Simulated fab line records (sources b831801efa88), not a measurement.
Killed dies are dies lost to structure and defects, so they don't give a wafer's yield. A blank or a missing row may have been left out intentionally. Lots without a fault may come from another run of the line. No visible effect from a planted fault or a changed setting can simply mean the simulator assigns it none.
Struck lot and sound lot, side by side || flow sky130 || 17 out of 708 route steps
Sound: wafers L575.2, L575.3, L575.6. Wafers L569.3, L569.5, L569.6 were the ones struck. The cause is named last.
Order at every step that has rows: each side's tool, ch and its chambers, its first start. Under that, the readings that differ: sound wafers || struck wafers || difference of the means || sigmas: that difference in standard deviations of wafers without a fault.
alike: readings with means less than 2 such deviations apart, plus words and numbers identical on both sides. not compared: withheld readings, readings lacking a value on some wafer, bounds such as >300 that could conceal the same value, and numbers that have no deviation in the record and whose values overlap.
A row with sigmas, a row that says differs or no value, or rows on one side alone: a step with any of these is where the two part. Numbers that have no deviation but don't overlap get no sigmas and don't part them. A reading missing from all wafers of one side parts the sides only when that side holds two or more wafers.

first, 1 step without rows for these wafers: SKY_VT_ADJUST_NCORE_IMPLANT_09.
SKY_VT_ADJUST_NCORE_STRIP_10: strips in O2/N2.
  sound on plasma asher-03 ch 0,1, day 12 12:44; struck on plasma asher-03 ch 0,1, day 10 22:41
  alike: drypump motor current A, oes product au, strip time to endpoint s
  not compared: rf hours counter h
SKY_VT_ADJUST_NCORE_TW_MEAS_11:
  sound: film metro-01 at day 12 12:51; struck: film metro-01 at day 10 22:46
  alike: VT_ADJUST_NCORE_TW
then, 7 steps without rows for these wafers: SKY_VT_ADJUST_HVTR_DEHYDRATE_00 (time 60 s); SKY_VT_ADJUST_HVTR_HMDS_01 (prime time 60 s); SKY_VT_ADJUST_HVTR_COAT_02 (resist thk 1140 nm); SKY_VT_ADJUST_HVTR_SOFTBAKE_03 (time 60 s); SKY_VT_ADJUST_HVTR_EXPOSE_04 (exposes mask HVTRM, target cd 380 nm); SKY_VT_ADJUST_HVTR_PEB_05; SKY_VT_ADJUST_HVTR_DEVELOP_06 (develop time 60 s).
SKY_VT_ADJUST_HVTR_CD_MEAS_07 targets a cd of 380 nm.
  sound: cd sem-02 at day 13 14:02; struck: cd sem-01 at day 11 21:43
  alike: cd nm
SKY_VT_ADJUST_HVTR_OVL_MEAS_08:
  sound: overlay-02 at day 13 14:09; struck: overlay-02 at day 11 21:49
{"reading": "VT_ADJUST_HVTR_OVL (nm)", "sound": "5.4 3.8 5.0", "struck": "2.3 -0.2 1.1", "difference": -3.7, "sigmas": -3}
SKY_VT_ADJUST_HVTR_IMPLANT_09:
  sound on implanter-03 ch 0, day 13 14:12; struck on implanter-01 ch 0, day 11 21:53
{"reading": "beam on s (s)", "sound": "10.16 10.21 10.00", "struck": "11.18 10.98 11.17", "difference": "+0.99", "sigmas": "+5"}
{"reading": "end station pressure torr (Torr)", "sound": "5.12e-06 5.18e-06 4.79e-06", "struck": "6.432e-05 6.268e-05 6.9e-05", "difference": "+6.030e-05", "sigmas": "+99 or more"}
{"reading": "faraday current uA", "sound": "11.65 11.55 11.80", "struck": "10.27 10.47 10.24", "difference": -1.34, "sigmas": -6}
SKY_VT_ADJUST_HVTR_STRIP_10: strips in O2/N2.
  sound on plasma asher-04 ch 0,1, day 13 14:20; struck on plasma asher-02 ch 0,1, day 11 22:01
  alike: drypump motor current A, oes product au, strip time to endpoint s
  not compared: rf hours counter h
SKY_VT_ADJUST_HVTR_TW_MEAS_11:
  sound: film metro-01 at day 13 14:29; struck: film metro-03 at day 11 22:06
{"reading": "VT_ADJUST_HVTR_TW", "sound": "207.9 210.3 210.1", "struck": "214.5 215.6 215.1", "difference": "+5.6", "sigmas": "+5"}
then, 1 step without rows for these wafers: SKY_VT_ADJUST_PCH_DEHYDRATE_00 (time 60 s).
-- the record jumps here: 36 days lie between the struck wafers' starts before and after (it left off in module VT_ADJUST_PCH and takes up again in module PAD_OPEN, whose first step shown is number 708 of the route) --
SKY_PAD_OPEN_PROBE_99:
  sound: prober-01 at day 49 05:58; struck: prober-01 at day 47 22:57
{"reading": "model.etest.pfet_01v8_mvt.vt sat v (V)", "sound": "-0.5668 -0.5831 -0.5862", "struck": "-0.5588 -0.554 -0.5537", "difference": "+0.0232", "sigmas": ""}
  alike: killed_at_M0_to_M3, killed_at_M4_up, killed at contacts, killed at front end, killed at other, killed dies, killed open, killed short

## WHERE THEY PART
At SKY_VT_ADJUST_HVTR_OVL_MEAS_08 first; at SKY_VT_ADJUST_HVTR_TW_MEAS_11 last (within this record only). Later steps at which nothing parts them and some readings are alike: SKY_PAD_OPEN_PROBE_99.

WHY: what the simulator had put in
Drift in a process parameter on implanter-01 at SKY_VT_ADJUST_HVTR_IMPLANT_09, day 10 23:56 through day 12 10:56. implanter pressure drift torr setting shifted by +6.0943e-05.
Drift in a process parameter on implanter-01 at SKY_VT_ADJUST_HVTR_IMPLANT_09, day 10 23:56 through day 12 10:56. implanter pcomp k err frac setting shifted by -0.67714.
